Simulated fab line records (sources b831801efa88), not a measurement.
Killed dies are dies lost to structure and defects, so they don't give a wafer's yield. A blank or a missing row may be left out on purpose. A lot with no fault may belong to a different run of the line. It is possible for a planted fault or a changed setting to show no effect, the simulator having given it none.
A struck lot beside a sound one | flow gf180mcu | 15 out of 602 route steps
Sound: wafers L372.3, L372.4, L372.5. Struck: wafer L380.6 (left out: L380.1, L380.5 of the same lot, which were not struck); the cause appears at the end.
Order at every step that has rows: each side's tool, ch and its chambers, its first start. Under that, the readings that differ: sound wafers | struck wafers | difference of the means | sigmas: that difference in standard deviations of wafers without a fault.
alike: readings with means less than 2 such deviations apart, plus words and numbers identical on both sides. not compared: withheld readings, readings lacking a value on some wafer, bounds such as >300 that could conceal the same value, and numbers that have no deviation in the record and whose values overlap.
The two part at a step that has a row with sigmas, a row that says differs or no value, or rows on one side only. Numbers that have no deviation but don't overlap get no sigmas and don't part them. A reading that every wafer of one side lacks parts them only if that side has two wafers or more.

GF_V4_OVL_MEAS_15:
  struck on overlay-02, day 29 00:29; sound on overlay-01, day 26 15:57
  alike: V4_OVL
then, 2 steps without rows for these wafers: GF_V4_ETCH_16 (etches BARC in N2/H2); GF_V4_ETCH_17 (etches SiO2 in C4F8/O2/Ar, stops on TiN, target depth 630 nm).
GF_V4_STRIP_18: strips in O2/N2.
  sound on plasmaAsher-04 ch 0,1, day 26 16:08; struck on plasmaAsher-03 ch 1, day 29 00:39
  alike: drypumpMotorCurrentA, heaterPowerW, oesProductAu
  not compared: rfHoursCounterH
then, 2 steps without rows for these wafers: GF_V4_STRIP_19 (strips in post etch residue remover, time 1200 s); GF_V4_CLEAN_20 (cleans in DIW).
GF_V4_SPUTTER_21: material Ti, target thk 15 nm, time 80.02 s.
  struck on pvdSputter-01, day 29 01:11; sound on pvdSputter-02, day 26 16:38
  alike: throttleValvePct
GF_V4_SPUTTER_22: material TiN, target thk 10 nm, time 40 s.
  struck on pvdSputter-01, day 29 01:15; sound on pvdSputter-02, day 26 16:42
  alike: throttleValvePct
then, 1 step without rows for these wafers: GF_V4_CVD_23 (deposits W, target thk 350 nm, time 104.9 s).
GF_V4_RS_MEAS_24: uses a four-point probe to measure.
  struck on filmMetro-04, day 29 01:24; sound on filmMetro-01, day 26 16:53
  alike: V4_W_RS
GF_V4_THK_MEAS_25: measures by xrf.
  struck on filmMetro-04, day 29 01:31; sound on filmMetro-01, day 26 16:59
  alike: V4_W_THK
GF_V4_CMP_26: polishes, stops on SiO2, t overpolish 15 s, target thk 0 nm.
  sound on cmp-02 ch 1,2,3, day 26 17:05; struck on cmp-02 ch 1, day 29 01:41
  alike: motorCurrentA, overpolishRunS, timeToEndpointS
GF_MIM_SPUTTER_00: material Ti, target thk 37.5 nm, time 150 s.
  struck on pvdSputter-03, day 29 01:53; sound on pvdSputter-04, day 26 17:20
reading                               | sound             | struck | difference | sigmas
model.Ti_of_MIM_SPUTTER_00.thkNm (nm) | 37.53 37.66 37.97 | 49.31  | +11.59     | 
  alike: throttleValvePct
GF_MIM_SPUTTER_01: material TiN, target thk 30 nm, time 25 s.
  struck on pvdSputter-03, day 29 01:59; sound on pvdSputter-04, day 26 17:26
  alike: throttleValvePct
after that, 1 step had no rows for these wafers: GF_PASSIVATION_PROBE_99.

== WHERE THEY PART ==
Nowhere in this record.

WHY: the cause the simulator had injected
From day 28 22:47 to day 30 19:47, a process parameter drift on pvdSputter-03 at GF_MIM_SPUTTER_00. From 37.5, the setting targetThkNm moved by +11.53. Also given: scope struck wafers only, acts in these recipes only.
